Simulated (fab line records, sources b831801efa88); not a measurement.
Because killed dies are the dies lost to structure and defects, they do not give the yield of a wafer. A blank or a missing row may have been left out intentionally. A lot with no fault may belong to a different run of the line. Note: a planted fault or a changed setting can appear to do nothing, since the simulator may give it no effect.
Which of the tools did it? :: flow sky130 :: 36 wafers from 12 lots sampled at 5 of the route's 708 steps

== WHAT THE GAUGES SHOWED, per wafer ==
SKY_VT_ADJUST_HVTR_TW_MEAS_11. Usual: for VT_ADJUST_HVTR_TW the level is 210.6 and the standard deviation is 1.6.
lot: L316
measured: day 9 22:28
on: film metro-03
VT_ADJUST_HVTR_TW: 212.5 212.3 211.6
flag: 

lot: L318
measured: day 10 09:37
on: film metro-01
VT_ADJUST_HVTR_TW: 209.4 210.5 210.0
flag: 

lot: L322
measured: day 11 14:55
on: film metro-01
VT_ADJUST_HVTR_TW: 210.4 209.9 209.9
flag: 

lot: L323
measured: day 11 20:40
on: film metro-02
VT_ADJUST_HVTR_TW: 210.2 209.3 210.2
flag: 

lot: L324
measured: day 12 06:46
on: film metro-01
VT_ADJUST_HVTR_TW: 208.5 209.0 207.7
flag: 

lot: L325
measured: day 12 13:07
on: film metro-01
VT_ADJUST_HVTR_TW: 209.2 210.0 208.5
flag: 

lot: L327
measured: day 13 02:59
on: film metro-02
VT_ADJUST_HVTR_TW: 210.1 210.0 209.8
flag: 

lot: L328
measured: day 13 10:28
on: film metro-02
VT_ADJUST_HVTR_TW: 209.6 208.9 208.7
flag: 

lot: L329
measured: day 13 16:40
on: film metro-01
VT_ADJUST_HVTR_TW: 208.9 210.1 207.9
flag: 

lot: L332
measured: day 14 13:23
on: film metro-03
VT_ADJUST_HVTR_TW: 213.6 213.4 213.6
flag: 

lot: L335
measured: day 15 10:26
on: film metro-01
VT_ADJUST_HVTR_TW: 143.0 144.2 144.1
flag: OFF

lot: L338
measured: day 16 11:56
on: film metro-02
VT_ADJUST_HVTR_TW: 144.5 142.8 143.1
flag: OFF

SKY_POLY_CUT_OVL_MEAS_09. Usual: for POLY_CUT_OVL the level is -5 nm and the standard deviation is 5.6.
lot: L316
measured: day 24 18:55
on: overlay-02
POLY_CUT_OVL (nm): -11 -8 -9
flag: 

lot: L318
measured: day 25 13:32
on: overlay-01
POLY_CUT_OVL (nm): -6 -7 -10
flag: 

lot: L322
measured: day 27 01:52
on: overlay-02
POLY_CUT_OVL (nm): -13 -9 -8
flag: 

lot: L323
measured: day 27 11:38
on: overlay-02
POLY_CUT_OVL (nm): 2 -6 0
flag: 

lot: L324
measured: day 27 18:31
on: overlay-01
POLY_CUT_OVL (nm): 2 -1 0
flag: 

lot: L325
measured: day 28 08:59
on: overlay-01
POLY_CUT_OVL (nm): -13 -10 -11
flag: 

lot: L327
measured: day 28 19:20
on: overlay-01
POLY_CUT_OVL (nm): -7 -8 -5
flag: 

lot: L328
measured: day 29 02:04
on: overlay-01
POLY_CUT_OVL (nm): -10 -11 -7
flag: 

lot: L329
measured: day 29 08:35
on: overlay-02
POLY_CUT_OVL (nm): -8 -5 -10
flag: 

lot: L332
measured: day 30 04:26
on: overlay-01
POLY_CUT_OVL (nm): 5 -3 6
flag: 

lot: L335
measured: day 31 05:27
on: overlay-01
POLY_CUT_OVL (nm): -6 -12 -9
flag: 

lot: L338
measured: day 32 03:23
on: overlay-02
POLY_CUT_OVL (nm): -10 -5 -6
flag: 

== WHICH TOOL RAN EACH LOT (tool, then ch and the chambers of the sampled wafers, then the start) ==
lot: L316
SKY_VT_ADJUST_HVTR_IMPLANT_09: implanter-02 ch 0, day 9 22:13
SKY_LDD_N_STRIP_16: plasma asher-03 ch 0,1, day 18 02:31
SKY_LDD_HVN_STRIP_09: plasma asher-01 ch 0,1, day 20 17:13

lot: L318
SKY_VT_ADJUST_HVTR_IMPLANT_09: implanter-02 ch 0, day 10 09:22
SKY_LDD_N_STRIP_16: plasma asher-02 ch 0,1, day 18 22:45
SKY_LDD_HVN_STRIP_09: plasma asher-03 ch 0,1, day 21 14:14

lot: L322
SKY_VT_ADJUST_HVTR_IMPLANT_09: implanter-02 ch 0, day 11 14:40
SKY_LDD_N_STRIP_16: plasma asher-02 ch 0,1, day 20 12:20
SKY_LDD_HVN_STRIP_09: plasma asher-01 ch 0,1, day 23 04:53

lot: L323
SKY_VT_ADJUST_HVTR_IMPLANT_09: implanter-01 ch 0, day 11 20:25
SKY_LDD_N_STRIP_16: plasma asher-02 ch 0, day 21 00:11
SKY_LDD_HVN_STRIP_09: plasma asher-02 ch 0,1, day 23 16:10

lot: L324
SKY_VT_ADJUST_HVTR_IMPLANT_09: implanter-04 ch 0, day 12 06:34
SKY_LDD_N_STRIP_16: plasma asher-04 ch 0,1, day 21 09:08
SKY_LDD_HVN_STRIP_09: plasma asher-03 ch 0,1, day 23 23:57

lot: L325
SKY_VT_ADJUST_HVTR_IMPLANT_09: implanter-04 ch 0, day 12 12:52
SKY_LDD_N_STRIP_16: plasma asher-04 ch 0,1, day 22 01:14
SKY_LDD_HVN_STRIP_09: plasma asher-03 ch 0,1, day 24 15:05

lot: L327
SKY_VT_ADJUST_HVTR_IMPLANT_09: implanter-01 ch 0, day 13 02:44
SKY_LDD_N_STRIP_16: plasma asher-04 ch 0,1, day 22 09:14
SKY_LDD_HVN_STRIP_09: plasma asher-02 ch 1, day 24 23:29

lot: L328
SKY_VT_ADJUST_HVTR_IMPLANT_09: implanter-04 ch 0, day 13 10:13
SKY_LDD_N_STRIP_16: plasma asher-02 ch 0,1, day 22 19:19
SKY_LDD_HVN_STRIP_09: plasma asher-01 ch 0,1, day 25 08:02

lot: L329
SKY_VT_ADJUST_HVTR_IMPLANT_09: implanter-01 ch 0, day 13 16:26
SKY_LDD_N_STRIP_16: plasma asher-03 ch 0,1, day 23 01:02
SKY_LDD_HVN_STRIP_09: plasma asher-03 ch 0,1, day 25 14:11

lot: L332
SKY_VT_ADJUST_HVTR_IMPLANT_09: implanter-02 ch 0, day 14 13:08
SKY_LDD_N_STRIP_16: plasma asher-03 ch 0,1, day 24 00:38
SKY_LDD_HVN_STRIP_09: plasma asher-03 ch 0,1, day 26 12:10

lot: L335
SKY_VT_ADJUST_HVTR_IMPLANT_09: implanter-04 ch 0, day 15 10:11
SKY_LDD_N_STRIP_16: plasma asher-04 ch 0, day 24 23:34
SKY_LDD_HVN_STRIP_09: plasma asher-02 ch 1, day 27 10:44

lot: L338
SKY_VT_ADJUST_HVTR_IMPLANT_09: implanter-04 ch 0, day 16 11:44
SKY_LDD_N_STRIP_16: plasma asher-02 ch 0,1, day 26 03:08
SKY_LDD_HVN_STRIP_09: plasma asher-03 ch 0,1, day 28 13:23
- SKY_VT_ADJUST_HVTR_IMPLANT_09
- SKY_LDD_N_STRIP_16: strips in O2/N2.
- SKY_LDD_HVN_STRIP_09: strips in O2/N2.

== AS READ BY THE TOOLS THEMSELVES (means over the sampled wafers that have a number; for cases with no such wafer, the mark the record gives instead) ==
SKY_VT_ADJUST_HVTR_IMPLANT_09. Usual: dose ions cm2 2.1002e+12, standard deviation 2.4e+09; faraday current uA 11.82, standard deviation 0.2.
lot: L316
tool: implanter-02
dose ions cm2: 2.1028e+12
faraday current uA: 11.84
flag: 

lot: L318
tool: implanter-02
dose ions cm2: 2.1005e+12
faraday current uA: 11.84
flag: 

lot: L322
tool: implanter-02
dose ions cm2: 2.0966e+12
faraday current uA: 11.71
flag: 

lot: L323
tool: implanter-01
dose ions cm2: 2.0987e+12
faraday current uA: 11.64
flag: 

lot: L324
tool: implanter-04
dose ions cm2: 2.0986e+12
faraday current uA: 12.00
flag: 

lot: L325
tool: implanter-04
dose ions cm2: 2.1007e+12
faraday current uA: 11.82
flag: 

lot: L327
tool: implanter-01
dose ions cm2: 2.0976e+12
faraday current uA: 11.87
flag: 

lot: L328
tool: implanter-04
dose ions cm2: 2.1011e+12
faraday current uA: 11.89
flag: 

lot: L329
tool: implanter-01
dose ions cm2: 2.1000e+12
faraday current uA: 11.85
flag: 

lot: L332
tool: implanter-02
dose ions cm2: 2.0992e+12
faraday current uA: 11.87
flag: 

lot: L335
tool: implanter-04
dose ions cm2: 5.1350e+11
faraday current uA: 2.88
flag: OFF

lot: L338
tool: implanter-04
dose ions cm2: 5.1557e+11
faraday current uA: 2.95
flag: OFF

SKY_LDD_N_STRIP_16. Usual: drypump motor current A 5.6 A, standard deviation 0.32; oes product au 0.406 a.u., standard deviation 0.0047; strip time to endpoint s 4.315 s, standard deviation 0.014.
lot: L316
tool: plasma asher-03
drypump motor current A (A): 5.7
oes product au (a.u.): 0.403
strip time to endpoint s (s): 4.320
flag: 

lot: L318
tool: plasma asher-02
drypump motor current A (A): 5.6
oes product au (a.u.): 0.404
strip time to endpoint s (s): 4.307
flag: 

lot: L322
tool: plasma asher-02
drypump motor current A (A): 5.5
oes product au (a.u.): 0.408
strip time to endpoint s (s): 4.332
flag: 

lot: L323
tool: plasma asher-02
drypump motor current A (A): 5.5
oes product au (a.u.): 0.404
strip time to endpoint s (s): 4.300
flag: 

lot: L324
tool: plasma asher-04
drypump motor current A (A): 5.8
oes product au (a.u.): 0.409
strip time to endpoint s (s): 4.298
flag: 

lot: L325
tool: plasma asher-04
drypump motor current A (A): 5.8
oes product au (a.u.): 0.403
strip time to endpoint s (s): 4.314
flag: 

lot: L327
tool: plasma asher-04
drypump motor current A (A): 5.7
oes product au (a.u.): 0.406
strip time to endpoint s (s): 4.322
flag: 

lot: L328
tool: plasma asher-02
drypump motor current A (A): 5.5
oes product au (a.u.): 0.408
strip time to endpoint s (s): 4.321
flag: 

lot: L329
tool: plasma asher-03
drypump motor current A (A): 5.7
oes product au (a.u.): 0.409
strip time to endpoint s (s): 4.324
flag: 

lot: L332
tool: plasma asher-03
drypump motor current A (A): 5.4
oes product au (a.u.): 0.407
strip time to endpoint s (s): 4.329
flag: 

lot: L335
tool: plasma asher-04
drypump motor current A (A): 5.6
oes product au (a.u.): 0.407
strip time to endpoint s (s): 4.316
flag: 

lot: L338
tool: plasma asher-02
drypump motor current A (A): 5.5
oes product au (a.u.): 0.405
strip time to endpoint s (s): 4.323
flag: 

SKY_LDD_HVN_STRIP_09. Usual: drypump motor current A 5.6 A, standard deviation 0.39; oes product au 0.408 a.u., standard deviation 0.004; strip time to endpoint s 4.133 s, standard deviation 0.013.
lot: L316
tool: plasma asher-01
drypump motor current A (A): 5.9
oes product au (a.u.): 0.406
strip time to endpoint s (s): 4.142
flag: 

lot: L318
tool: plasma asher-03
drypump motor current A (A): 5.4
oes product au (a.u.): 0.407
strip time to endpoint s (s): 4.135
flag: 

lot: L322
tool: plasma asher-01
drypump motor current A (A): 6.1
oes product au (a.u.): 0.412
strip time to endpoint s (s): 4.133
flag: 

lot: L323
tool: plasma asher-02
drypump motor current A (A): 5.5
oes product au (a.u.): 0.409
strip time to endpoint s (s): 4.128
flag: 

lot: L324
tool: plasma asher-03
drypump motor current A (A): 5.7
oes product au (a.u.): 0.406
strip time to endpoint s (s): 4.136
flag: 

lot: L325
tool: plasma asher-03
drypump motor current A (A): 5.5
oes product au (a.u.): 0.412
strip time to endpoint s (s): 4.131
flag: 

lot: L327
tool: plasma asher-02
drypump motor current A (A): 5.5
oes product au (a.u.): 0.415
strip time to endpoint s (s): 4.128
flag: 

lot: L328
tool: plasma asher-01
drypump motor current A (A): 6.1
oes product au (a.u.): 0.406
strip time to endpoint s (s): 4.124
flag: 

lot: L329
tool: plasma asher-03
drypump motor current A (A): 5.7
oes product au (a.u.): 0.406
strip time to endpoint s (s): 4.130
flag: 

lot: L332
tool: plasma asher-03
drypump motor current A (A): 5.4
oes product au (a.u.): 0.407
strip time to endpoint s (s): 4.140
flag: 

lot: L335
tool: plasma asher-02
drypump motor current A (A): 5.4
oes product au (a.u.): 0.406
strip time to endpoint s (s): 4.122
flag: 

lot: L338
tool: plasma asher-03
drypump motor current A (A): 5.4
oes product au (a.u.): 0.413
strip time to endpoint s (s): 4.148
flag: 

== THE ANSWER, worked out from the rows above alone ==
Rule: take the mean of a lot's wafers that have a number; if it is more than 3 standard deviations from the usual mean, the lot is off. Also off: a lot with no number at a reading for which 4 or more lots have one. All remaining lots with rows at the step are treated as sound. First the gauges in route order, then the tools' own readings, where a lot's mean is used as printed above. The first step at which some lot is off is used, and at that step the reading that is off furthest; a lot without a number counts as furthest.
Off: L335, L338, at SKY_VT_ADJUST_HVTR_TW_MEAS_11 (VT_ADJUST_HVTR_TW).
If a tool, at a process step before that reading, ran all the lots that are off and no sound lot after the first of them, it fits. The gauges at SKY_VT_ADJUST_HVTR_TW_MEAS_11 aren't tried: what is off there is off at SKY_VT_ADJUST_HVTR_IMPLANT_09 too, on other tools, and a gauge's error can't cause that. One fits: SKY_VT_ADJUST_HVTR_IMPLANT_09 on implanter-04. A fault onset in the window from L328 (day 13 10:13, its last sound lot) to L335 (day 15 10:11, its first lot off) fits.
The tool's own readings at SKY_VT_ADJUST_HVTR_IMPLANT_09 bear it out: on the lots that are off they differ by more than 5 times the standard deviation of the sound lots' means. dose ions cm2 reads 5.1454e+11 there against 2.0996e+12 on the sound lots; faraday current uA reads 2.92 there against 11.83 on the sound lots.

== WHAT THE SIMULATOR PUT IN ==
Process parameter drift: implanter-04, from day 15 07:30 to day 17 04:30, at SKY_VT_ADJUST_HVTR_IMPLANT_09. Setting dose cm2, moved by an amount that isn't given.
Shown lots that were struck: L335, L338. The rule given above showed the same thing.
